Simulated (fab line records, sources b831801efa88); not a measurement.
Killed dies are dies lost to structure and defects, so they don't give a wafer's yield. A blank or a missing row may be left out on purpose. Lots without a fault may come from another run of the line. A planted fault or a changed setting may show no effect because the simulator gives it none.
A struck lot beside a sound one | flow sfq_line | 13 steps out of a route of 325
Sound: wafers L119.3, L119.4, L119.6. Struck: wafers L120.4, L120.5. (L120.2 of the same lot was not struck and is left out.) The cause comes at the end.
At each step with rows: each side's tool, then ch and its chambers, then its first start. Under that, the readings that differ: sound wafers | struck wafers | difference of the means | sigmas: that difference in standard deviations of wafers without a fault.
alike: readings whose means differ by less than 2 such deviations, and words and numbers that are the same on both sides. not compared: withheld readings, readings that some wafer has no value for, bounds like >300 that may hide the same value, and numbers for which the record gives no deviation and whose values overlap.
The two part at a step that has a row with sigmas, a row that says differs or no value, or rows on one side only. Numbers that don't overlap but have no deviation are shown without sigmas and don't part them. A reading that every wafer of one side lacks parts them only if that side has two wafers or more.

first, 1 step without rows for these wafers: SFQ_TRILAYER_M7_DEP_PRE_CLEAN_176 (time 22.5 s).
SFQ_TRILAYER_M7_DEP_SPUTTER_175: material Nb, target thk 200 nm, time 133.3 s.
  sound on pvd_sputter-05, day 66 05:29; struck on pvd_sputter-03, day 66 06:37
  alike: throttle_valve_pct
SFQ_M7_RS_MEAS_943: measures by four-point-probe.
  sound on film_metro-03, day 66 05:37; struck on film_metro-01, day 66 06:43
  alike: M7_NB_RS
then, 6 steps without rows for these wafers: SFQ_TRILAYER_M7_LITHO_COAT_182 (resist thk 62 nm); SFQ_TRILAYER_M7_LITHO_COAT_177 (resist thk 600 nm); SFQ_TRILAYER_M7_LITHO_SOFTBAKE_181; SFQ_TRILAYER_M7_LITHO_EXPOSE_178 (exposes mask M7, target cd 500 nm); SFQ_TRILAYER_M7_LITHO_PEB_180 (peb time 60 s); SFQ_TRILAYER_M7_LITHO_DEVELOP_179 (time 60 s).
-- the record jumps here: 4 days lie between the struck wafers' starts before and after --
SFQ_M7_OVL_MEAS_945:
  sound on overlay-01, day 70 05:24; struck on overlay-02, day 70 06:35
  alike: M7_OVL
SFQ_TRILAYER_M7_BARC_OPEN_METAL_ETCH_229: etches BARC in O2, target depth 125 nm, time 41.7 s.
  sound on rie_metal-03 ch 0,1, day 70 05:26; struck on rie_metal-01 ch 0, day 70 06:37
  alike: drypump_motor_current_A, oes_product_au, run_length_s
  not compared: rf_hours_counter_h
SFQ_TRILAYER_M7_ETCH_METAL_ETCH_180: etches Nb in Cl2/Ar, stops on SiO2, target depth 240 nm, time 120 s.
  sound on rie_metal-03 ch 0,1, day 70 05:32; struck on rie_metal-01 ch 0, day 70 06:41
  reading               | sound             | struck      | difference | sigmas
  oes_product_au (a.u.) | 0.888 0.879 0.894 | 0.928 0.935 | +0.044     | +6
  run_length_s (s)      | 147.6 147.9 147.9 | 145.0 144.8 | -2.9       | -7
  alike: drypump_motor_current_A
  not compared: rf_hours_counter_h, model.KrF_of_TRILAYER_M7_LITHO_COAT_177.thk_nm
SFQ_TRILAYER_M7_STRIP_STRIP_181: strips in O2.
  sound on rie_metal-03 ch 0,1, day 70 05:49; struck on rie_metal-01 ch 0, day 70 06:49
  alike: drypump_motor_current_A, oes_product_au
  not compared: rf_hours_counter_h

WHERE THEY PART
Only at SFQ_TRILAYER_M7_ETCH_METAL_ETCH_180, within this record. Later steps at which nothing parts them and some readings are alike: SFQ_TRILAYER_M7_STRIP_STRIP_181.

WHY: what the simulator had put in
Process parameter drift: rie_metal-01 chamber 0, from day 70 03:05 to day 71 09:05, at SFQ_TRILAYER_M7_ETCH_METAL_ETCH_180. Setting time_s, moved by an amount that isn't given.
